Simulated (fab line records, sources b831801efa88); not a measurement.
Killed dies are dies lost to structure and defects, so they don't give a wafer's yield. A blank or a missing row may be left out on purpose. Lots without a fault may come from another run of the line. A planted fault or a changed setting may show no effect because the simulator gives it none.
Which tool did it? | flow sky130 | 12 lots, 36 wafers sampled, at 2 steps of a route of 708

WHAT THE GAUGES READ, wafer by wafer
SKY_METAL1_THK_MEAS_06: measures by xrf.
lot  | measured     | on            | METAL1_ALCU_THK (nm)
L075 | day 32 02:08 | film_metro-04 | 248.6 249.8 248.2
L077 | day 32 19:29 | film_metro-01 | 252.0 253.2 253.3
L079 | day 33 02:41 | film_metro-03 | 247.2 248.6 248.1
L081 | day 33 16:45 | film_metro-03 | 244.4 246.1 243.5
L083 | day 34 09:12 | film_metro-03 | 248.9 246.2 247.4
L085 | day 35 02:50 | film_metro-03 | 250.4 249.5 251.0
L087 | day 35 14:47 | film_metro-01 | 243.5 246.9 246.3
L089 | day 36 13:49 | film_metro-04 | 251.2 252.4 248.9
L091 | day 37 10:13 | film_metro-03 | 250.5 250.7 250.8
L092 | day 37 16:10 | film_metro-04 | 244.8 244.3 246.3
L095 | day 38 21:55 | film_metro-04 | 250.1 252.3 252.3
L096 | day 39 07:11 | film_metro-01 | 248.9 250.8 248.9

WHICH TOOL RAN EACH LOT (tool, then ch and the chambers of the sampled wafers, then the start)
lot  | SKY_METAL1_SPUTTER_00
L075 | pvd_sputter-04, day 32 01:51
L077 | pvd_sputter-03, day 32 19:13
L079 | pvd_sputter-03, day 33 02:25
L081 | pvd_sputter-04, day 33 16:29
L083 | pvd_sputter-03, day 34 08:56
L085 | pvd_sputter-04, day 35 02:34
L087 | pvd_sputter-03, day 35 14:31
L089 | pvd_sputter-03, day 36 13:33
L091 | pvd_sputter-04, day 37 09:58
L092 | pvd_sputter-04, day 37 15:54
L095 | pvd_sputter-04, day 38 21:39
L096 | pvd_sputter-03, day 39 06:54
- SKY_METAL1_SPUTTER_00: material Ti, target thk 15 nm, time 10 s.

THE ANSWER, worked out from the rows above alone
Rule: what is usual is taken from the lots themselves. Put in order of their means at a reading, lots are off if they are a third of the lots or fewer, leave a main group of 4 or more, and stand apart from it by a gap of 3 or more times the standard deviation of the main group's means; of several such gaps the widest counts. A main group whose means are all the same, to the digits that the tables above print for the reading, isn't used. A lot without any number at a reading at which 4 lots or more have one is off too. The other lots that the step has rows for count as sound.
No lot is off at any reading shown: from this, nothing can be told.

WHAT THE SIMULATOR HAD PUT IN
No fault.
